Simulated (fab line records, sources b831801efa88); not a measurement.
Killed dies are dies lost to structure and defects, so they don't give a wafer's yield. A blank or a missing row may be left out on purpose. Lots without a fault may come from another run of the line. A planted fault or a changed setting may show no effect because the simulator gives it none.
One fault seen from 2 desks | flow gf180mcu | each desk has only its own numbers; what lay behind them comes last

THE TOOL OWNER'S DESK: implanter-04
The tool's own readings at GF_NSD_IMPLANT_09: means of the sampled wafers that have a number, for each lot that ran on this tool. A lot is out of limits, marked OUT, if its mean lies more than 4 standard deviations from the usual mean; the brackets give that distance.
Columns: A = tilt_deg at GF_NSD_IMPLANT_09, usual 7.003 degrees
lot  | first seen here | A
L190 | day 13 09:41    | 7.004
L191 | day 13 15:32    | 6.999
L196 | day 15 11:31    | 7.433 (+23) OUT
L197 | day 15 20:49    | 7.415 (+22) OUT
L198 | day 16 00:43    | 7.449 (+23) OUT
L209 | day 19 20:41    | 7.019
L212 | day 20 23:52    | 7.002
This desk's finding: out of limits on L196, L197, L198; first on L196, day 15 11:31 (tilt_deg at GF_NSD_IMPLANT_09). In limits: L190, L191, L209, L212.

THE METROLOGY DESK
What the gauges read, lot by lot, whatever tool the lot ran on: means of the sampled wafers that have a number. A lot is out of limits, marked OUT, if its mean lies more than 4 standard deviations from the usual mean; the brackets give that distance.
Columns: A = PSD_TW at GF_PSD_TW_MEAS_11, usual 3194
lot  | first seen here | A
L190 | day 14 06:44    | 3177
L191 | day 14 13:01    | 3171
L196 | day 16 08:56    | 3162
L197 | day 16 19:12    | 3161
L198 | day 16 22:14    | 3246
L199 | day 17 10:31    | 3177
L203 | day 18 19:32    | 3155
L204 | day 19 01:09    | 3168
L208 | day 20 10:50    | 3166
L209 | day 20 21:27    | 3241
L210 | day 21 07:06    | 3178
L211 | day 21 11:48    | 3231
L212 | day 21 23:43    | 3245
L213 | day 22 10:57    | 3149
This desk's finding: nothing out of limits on any of the 14 lots.

PUT TOGETHER
The tool owner's desk could have raised an alarm at day 15 11:31, on L196, L197, L198.
The metrology desk saw nothing out of limits.
The metrology desk has L196, L197, L198 on record, within its limits.
Of the lots named, all ran GF_NSD_IMPLANT_09 on implanter-04.

WHAT THE SIMULATOR HAD PUT IN
Process parameter drift: implanter-04, from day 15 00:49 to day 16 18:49, at GF_NSD_IMPLANT_09. Setting tilt_deg, moved by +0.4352, from 7. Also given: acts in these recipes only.
Lots struck among those shown: L196, L197, L198.
Hours from the fault's start to each desk's first reading out of limits: the tool owner's desk, 11.
